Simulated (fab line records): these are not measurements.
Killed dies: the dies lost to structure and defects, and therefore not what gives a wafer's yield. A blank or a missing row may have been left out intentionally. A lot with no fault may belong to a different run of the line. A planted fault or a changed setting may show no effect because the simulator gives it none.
One fault through the eyes of 2 desks	flow sky130	each desk holds nothing but its own numbers, with what lay behind them at the end

AT THE TOOL OWNER'S DESK: iline_stepper-02
The tool's own readings at SKY_PASSIVATION_EXPOSE_08 (exposes mask NSM, target cd 3000 nm): means of the sampled wafers that have a number, for each lot that ran on this tool. If a lot's mean is further than 4 standard deviations from the usual mean, the lot is out of limits and carries the mark OUT (the distance appears in the brackets).
Columns: A = stage_vel_mm_s at SKY_PASSIVATION_EXPOSE_08, usual 499.96 mm/s
lot	first seen here	A
L656	day 47 02:22	499.98
L658	day 47 11:29	500.04
L659	day 47 15:26	500.04
L664	day 48 22:58	499.99
L660	day 49 01:24	500.21
Result from this desk: across the 5 lots, nothing is out of limits.

THE METROLOGY DESK
Means of the sampled wafers that have a number, per lot and without regard to the tool the lot ran on: this is what the gauges read. If a lot's mean is further than 4 standard deviations from the usual mean, the lot is out of limits and carries the mark OUT (the distance appears in the brackets).
Columns: A = PASSIVATION_CVD_00_THK at SKY_PASSIVATION_THK_MEAS_01, usual 90.2 nm; B = PASSIVATION_CVD_02_THK at SKY_PASSIVATION_THK_MEAS_03, usual 540 nm
lot	first seen here	A	B
L651	day 45 06:47	89.2	538
L656	day 46 16:20	90.0	538
L658	day 47 01:25	89.7	538
L659	day 47 04:47	90.4	538
L664	day 48 14:03	91.2	540
L660	day 48 16:38	90.0	536
Result from this desk: across the 6 lots, nothing is out of limits.

PUT TOGETHER
The tool owner's desk saw nothing out of limits.
Nothing out of limits was seen by the metrology desk.

WHAT HAD BEEN PUT IN BY THE SIMULATOR
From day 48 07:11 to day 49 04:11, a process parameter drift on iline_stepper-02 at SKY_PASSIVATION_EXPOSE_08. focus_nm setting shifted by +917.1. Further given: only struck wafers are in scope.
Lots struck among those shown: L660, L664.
